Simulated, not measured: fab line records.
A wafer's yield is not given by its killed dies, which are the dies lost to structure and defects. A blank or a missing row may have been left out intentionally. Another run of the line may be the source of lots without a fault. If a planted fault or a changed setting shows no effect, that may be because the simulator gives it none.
Comparing a struck lot with a sound one | flow sky130 | 15 steps out of a route of 708
Sound: the wafers L191.1, L191.3, L191.6. Wafers L196.2, L196.4, L196.6 were the ones struck. The cause comes at the end.
Per side, at each step with rows, come the tool, then ch with its chambers, and then its first start. Under that, the readings that differ: sound wafers | struck wafers | difference of the means | sigmas: that difference in standard deviations of wafers without a fault.
alike: readings whose means differ by less than 2 such deviations, and words and numbers that are the same on both sides. not compared: withheld readings, readings that some wafer has no value for, bounds like >300 that may hide the same value, and numbers for which the record gives no deviation and whose values overlap.
Wherever a step has rows on one side only, a row that says differs or no value, or a row with sigmas, the two part there. When numbers do not overlap yet have no deviation, they are printed without sigmas and do not part them. A reading missing from all wafers of one side parts the sides only when that side holds two or more wafers.

first, 8 steps without rows for these wafers: SKY_CONTACT_DEHYDRATE_06 (time 60 s); SKY_CONTACT_HMDS_07 (prime time 60 s); SKY_CONTACT_COAT_08 (resist thk 60 nm); SKY_CONTACT_COAT_09 (resist thk 450 nm); SKY_CONTACT_SOFTBAKE_10 (time 90 s); SKY_CONTACT_EXPOSE_11 (exposes mask CTM1, target cd 170 nm); SKY_CONTACT_PEB_12; SKY_CONTACT_DEVELOP_13 (develop time 60 s).
SKY_CONTACT_CD_MEAS_14: the cd target is 170 nm.
  sound on cdSem-01 at day 32 14:41; struck on cdSem-02 at day 34 19:25
  alike: cdNm
SKY_CONTACT_OVL_MEAS_15:
  sound on overlay-02 at day 32 14:48; struck on overlay-01 at day 34 19:31
  alike: CONTACT_OVL
SKY_CONTACT_ETCH_16: etches BARC in N2/H2, stops on SiO2, time 45.9 s, target depth 60 nm.
  sound on rieDiel-04 ch 2,3, day 32 14:50; struck on rieDiel-03 ch 0,1, day 34 19:33
  alike: biasW, drypumpMotorCurrentA, oesProductAu, rfFwdPowerW, throttleValvePct
  not compared: rfHoursCounterH
SKY_CONTACT_ETCH_17: etches SiO2 in C4F8/O2/Ar, stops on Si3N4, target depth 340 nm.
  sound on rieDiel-04 ch 2,3, day 32 14:53; struck on rieDiel-03 ch 0,1, day 34 19:35
  alike: biasW, oesProductAu, rfFwdPowerW
SKY_CONTACT_ETCH_18: etches Si3N4 in CHF3/O2, stops on TiN, time 39 s, target depth 75 nm.
  sound on rieDiel-04 ch 2,3, day 32 14:00; struck on rieDiel-03 ch 0,1, day 34 19:00
reading   | sound             | struck            | difference | sigmas
biasW (W) | 200.3 199.6 199.5 | 219.0 217.4 219.9 | +19.0      | +30
  alike: drypumpMotorCurrentA, oesProductAu, rfFwdPowerW, throttleValvePct
  not compared: rfHoursCounterH
SKY_CONTACT_STRIP_19: strips in O2/N2.
  sound on plasmaAsher-04 ch 0,1, day 32 14:58; struck on plasmaAsher-04 ch 1, day 34 19:41
  alike: drypumpMotorCurrentA, o2FlowSccm, oesProductAu, stripTimeToEndpointS
  not compared: rfHoursCounterH
-- the record jumps here: 13 days lie between the struck wafers' starts before and after (it left off in module CONTACT and takes up again in module PAD_OPEN, whose first step shown is number 708 of the route) --
SKY_PAD_OPEN_PROBE_99:
  only the struck wafers here have rows in the record (prober-02, day 48 05:32); the sound ones have none

## WHERE THEY PART
First at SKY_CONTACT_ETCH_18; last, within this record, at SKY_PAD_OPEN_PROBE_99.

WHY: whatever the simulator had introduced
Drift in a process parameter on rieDiel-03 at SKY_CONTACT_ETCH_18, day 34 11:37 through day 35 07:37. Setting biasW, moved by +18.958, from 200. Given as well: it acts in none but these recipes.
